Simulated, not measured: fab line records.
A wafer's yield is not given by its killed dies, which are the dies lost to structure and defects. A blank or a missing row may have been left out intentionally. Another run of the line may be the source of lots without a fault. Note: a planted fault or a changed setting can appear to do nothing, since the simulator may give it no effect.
Which tool was responsible? -- flow gf180mcu -- 13 lots, 39 wafers sampled, at 2 steps of a route of 602

WHAT EACH GAUGE READ, for each wafer
GF_V1_OVL_MEAS_15.
lot,measured,on,V1_OVL (nm)
L643,day 18 13:32,overlay-02,4 -1 1
L644,day 19 06:29,overlay-02,2 -1 2
L645,day 19 17:29,overlay-01,-8 -3 0
L647,day 20 09:17,overlay-01,1 0 3
L648,day 20 14:49,overlay-02,1 -4 -8
L652,day 22 07:02,overlay-01,2 -3 0
L654,day 22 20:50,overlay-01,3 3 10
L656,day 23 13:46,overlay-01,4 -4 -5
L658,day 24 18:13,overlay-02,-3 -3 0
L661,day 25 23:05,overlay-02,-6 -4 -5
L663,day 25 23:26,overlay-01,-10 -1 -4
L664,day 26 00:01,overlay-02,-8 -11 -9
L665,day 26 18:29,overlay-01,2 -3 -7

WHICH TOOL RAN EACH LOT (tool, then ch and the chambers of the sampled wafers, then the start)
lot,GF_HV_LDD_STRIP_49
L643,"plasma-asher-01 ch 0, day 12 18:34"
L644,"plasma-asher-04 ch 0,1, day 13 06:58"
L645,"plasma-asher-04 ch 0,1, day 13 15:45"
L647,"plasma-asher-04 ch 0,1, day 14 06:55"
L648,"plasma-asher-01 ch 0,1, day 14 12:52"
L652,"plasma-asher-01 ch 0,1, day 16 01:30"
L654,"plasma-asher-01 ch 0,1, day 16 15:31"
L656,"plasma-asher-03 ch 0,1, day 17 06:41"
L658,"plasma-asher-03 ch 0,1, day 18 03:52"
L661,"plasma-asher-01 ch 0,1, day 19 06:58"
L663,"plasma-asher-01 ch 0,1, day 19 10:58"
L664,"plasma-asher-01 ch 0,1, day 19 20:25"
L665,"plasma-asher-04 ch 0,1, day 20 12:09"
- GF_HV_LDD_STRIP_49: strips in O2/N2.

AS READ BY THE TOOLS THEMSELVES (means over the sampled wafers that have a number; for cases with no such wafer, the mark the record gives instead)
GF_HV_LDD_STRIP_49.
lot,tool,drypump-motor-current-A (A),heater-power-w (W),n2-flow-sccm (sccm),oes-product-au (a.u.),strip-time-to-endpoint-s (s)
L643,plasma-asher-01,6.3,351,300.3,0.716,12.65
L644,plasma-asher-04,5.5,329,299.6,0.716,12.66
L645,plasma-asher-04,5.5,326,301.0,0.719,12.63
L647,plasma-asher-04,5.5,330,300.2,0.719,12.69
L648,plasma-asher-01,6.2,328,301.4,0.716,12.64
L652,plasma-asher-01,6.1,324,320.4,0.720,12.64
L654,plasma-asher-01,6.2,325,319.7,0.723,12.57
L656,plasma-asher-03,5.3,314,301.3,0.712,12.60
L658,plasma-asher-03,5.5,301,299.9,0.713,12.56
L661,plasma-asher-01,6.2,339,300.6,0.717,12.60
L663,plasma-asher-01,6.1,327,299.5,0.719,12.59
L664,plasma-asher-01,6.1,323,300.0,0.717,12.63
L665,plasma-asher-04,5.8,342,299.3,0.718,12.59

THE ANSWER, worked out from the rows above alone
Rule: the lots themselves supply what counts as usual. Put in order of their means at a reading, lots are off if they are a third of the lots or fewer, leave a main group of 4 or more, and stand apart from it by a gap of 3 or more times the standard deviation of the main group's means; of several such gaps the widest counts. If all means in a main group match to the digits the tables above print for the reading, that group is not used. Also off: a lot with no number at a reading for which 4 or more lots have one. All remaining lots with rows at the step are treated as sound. First the gauges in route order, then the tools' own readings, where a lot's mean is used as printed above. The first step at which some lot is off is used, and at that step the reading that is off furthest; a lot without a number counts as furthest.
Off: L652, L654, at GF_HV_LDD_STRIP_49 (n2-flow-sccm). The main group: mean 300.3 sccm, standard deviation 0.69.
If a tool, at that step or one of the process steps before it, ran each lot that is off and ran no sound lot following the first of them, it fits. None of those tried fits.

WHAT THE SIMULATOR HAD INSERTED
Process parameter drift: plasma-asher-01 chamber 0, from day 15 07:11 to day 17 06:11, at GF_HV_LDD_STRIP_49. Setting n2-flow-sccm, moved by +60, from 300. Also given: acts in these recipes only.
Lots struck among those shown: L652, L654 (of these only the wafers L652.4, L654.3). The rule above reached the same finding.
